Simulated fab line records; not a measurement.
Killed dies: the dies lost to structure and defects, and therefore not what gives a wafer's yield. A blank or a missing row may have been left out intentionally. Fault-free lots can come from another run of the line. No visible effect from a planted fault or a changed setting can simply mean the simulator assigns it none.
Comparing a struck lot with a sound one :: flow sky130 :: 36 out of 708 route steps
Sound: wafers L367.2, L367.3, L367.4. The struck wafers were L353.2, L353.4, L353.6. The cause comes at the end.
For every step that has rows: the tool of each side, followed by ch and its chambers, followed by its first start. Under that, the readings that differ: sound wafers :: struck wafers :: difference of the means :: sigmas: that difference in standard deviations of wafers without a fault.
alike: words and numbers the same on both sides, and readings whose means are apart by under 2 such deviations; not compared: readings that were withheld, readings missing a value for some wafer, numbers with overlapping values and no deviation given by the record, and bounds like >300 which may hide the same value.
Wherever a step has rows on one side only, a row that says differs or no value, or a row with sigmas, the two part there. When numbers do not overlap yet have no deviation, they are printed without sigmas and do not part them. Lack of a reading on every wafer of one side parts them only where that side has two or more wafers.

first, 11 steps without rows for these wafers: SKY_VIA4_COAT_06 (resist thk 1140 nm); SKY_VIA4_SOFTBAKE_07 (time 60 s); SKY_VIA4_EXPOSE_08 (exposes mask VIM4, target cd 800 nm); SKY_VIA4_PEB_09; SKY_VIA4_DEVELOP_10 (develop time 60 s); SKY_VIA4_ETCH_12 (etches SiO2 in C4F8/O2/Ar, stops on TiN, target depth 580 nm); SKY_VIA4_STRIP_13 (strips in O2/N2); SKY_VIA4_STRIP_14 (strips in post etch residue remover, time 1200 s); SKY_VIA4_CLEAN_15 (cleans in IPA, time 180 s); SKY_VIA4_CLEAN_16 (cleans in O3/DIW); SKY_VIA4_SPUTTER_17 (material TiN, target thk 20 nm, time 80 s).
SKY_VIA4_CVD_18: deposits W, target thk 505 nm, time 152.14 s.
  sound on cvdW-01 ch 0,1, day 47 23:05; struck on cvdW-01 ch 1, day 44 18:14
  alike: heaterPowerW
then, 23 steps without rows for these wafers: SKY_VIA4_CMP_21 (polishes, stops on SiO2, t overpolish 25 s, target thk 0 nm); SKY_METAL5_SPUTTER_00 (material Ti, target thk 15 nm, time 10 s); SKY_METAL5_SPUTTER_01 (material TiN, target thk 20 nm, time 16.7 s); SKY_METAL5_SPUTTER_02 (material AlCu, target thk 1150 nm, time 61.2 s); SKY_METAL5_SPUTTER_03 (material Ti, target thk 5 nm, time 3.3 s); SKY_METAL5_SPUTTER_04 (material TiN, target thk 70 nm, time 58.3 s); SKY_METAL5_DEHYDRATE_07 (time 60 s); SKY_METAL5_HMDS_08 (prime time 60 s); SKY_METAL5_COAT_09 (resist thk 1800 nm); SKY_METAL5_SOFTBAKE_10 (time 60 s); SKY_METAL5_EXPOSE_11 (exposes mask MM5, target cd 1600 nm); SKY_METAL5_PEB_12; SKY_METAL5_DEVELOP_13 (develop time 60 s); SKY_METAL5_DESCUM_14 (chemistry O2, time 11 s); SKY_METAL5_METAL_ETCH_15 (etches the open film in Cl2/BCl3, stops on SiO2, target depth 1260 nm, time 252 s); SKY_METAL5_STRIP_16 (strips in O2/N2); SKY_METAL5_STRIP_17 (strips in post etch residue remover, time 1200 s); SKY_METAL5_CLEAN_18 (cleans in IPA, time 180 s); SKY_METAL5_CLEAN_19 (cleans in O3/DIW); SKY_PASSIVATION_CVD_00 (deposits SiO2, target thk 90 nm); SKY_PASSIVATION_CVD_02 (deposits Si3N4, target thk 540 nm); SKY_PASSIVATION_DEHYDRATE_04 (time 60 s); SKY_PASSIVATION_HMDS_05 (prime time 60 s).
-- the record jumps here: 3 days lie between the struck wafers' starts before and after (it left off in module PASSIVATION and takes up again in module PAD_OPEN, whose first step shown is number 708 of the route) --
SKY_PAD_OPEN_PROBE_99:
  sound: prober-02 at day 50 08:57; struck: prober-01 at day 47 12:53
reading: hold
sound: - - -
struck: awaitDispo/4.8h/release awaitDispo/4.8h/release awaitDispo/4.8h/release
difference: no value on the sound wafers
sigmas: 

reading: defectLimitedYield (%)
sound: 80.3 81.7 81.7
struck: 73.2 71.1 70.1
difference: -9.8
sigmas: -5

reading: killed_at_M0_to_M3
sound: 51 49 47
struck: 27 36 35
difference: -16
sigmas: -2

reading: killed_at_M4_up
sound: 1 4 2
struck: 74 72 81
difference: +73
sigmas: +46

reading: killedDies
sound: 97 90 90
struck: 132 142 147
difference: +48
sigmas: +5

reading: killedOpen
sound: 58 60 46
struck: 38 33 40
difference: -18
sigmas: -3

reading: sort_bin_3_pad_short (%)
sound: 1.0 0.4 2.0
struck: 5.5 4.9 4.3
difference: +3.8
sigmas: +8

reading: sort_bin_5_function (%)
sound: 12.6 11.6 9.3
struck: 13.0 18.9 18.7
difference: +5.7
sigmas: +4

reading: sortNPass
sound: 395 402 402
struck: 360 350 345
difference: -48
sigmas: -5

reading: sortYieldPct (%)
sound: 80.3 81.7 81.7
struck: 73.2 71.1 70.1
difference: -9.8
sigmas: -5

reading: model.etest.tester.sortNPass
sound: 395 402 402
struck: 360 350 345
difference: -48
sigmas: 

reading: model.etest.tester.sortYieldPct (%)
sound: 80.28 81.71 81.71
struck: 73.17 71.14 70.12
difference: -9.76
sigmas: 

reading: model.etest.tester.sort_bin_5_pct (%)
sound: 12.6 11.59 9.35
struck: 13.01 18.9 18.7
difference: +5.69
sigmas: 

reading: model.etest.tester.sort_bin_3_pct (%)
sound: 1.016 0.4065 2.033
struck: 5.488 4.878 4.268
difference: +3.726
sigmas: 
  alike: killedAtContacts, killedAtFrontEnd, killedAtOther, killedShort, sort_bin_6_memory

## WHERE THEY PART
At SKY_PAD_OPEN_PROBE_99 and nowhere else, as far as this record goes.

WHY: what the simulator had put in
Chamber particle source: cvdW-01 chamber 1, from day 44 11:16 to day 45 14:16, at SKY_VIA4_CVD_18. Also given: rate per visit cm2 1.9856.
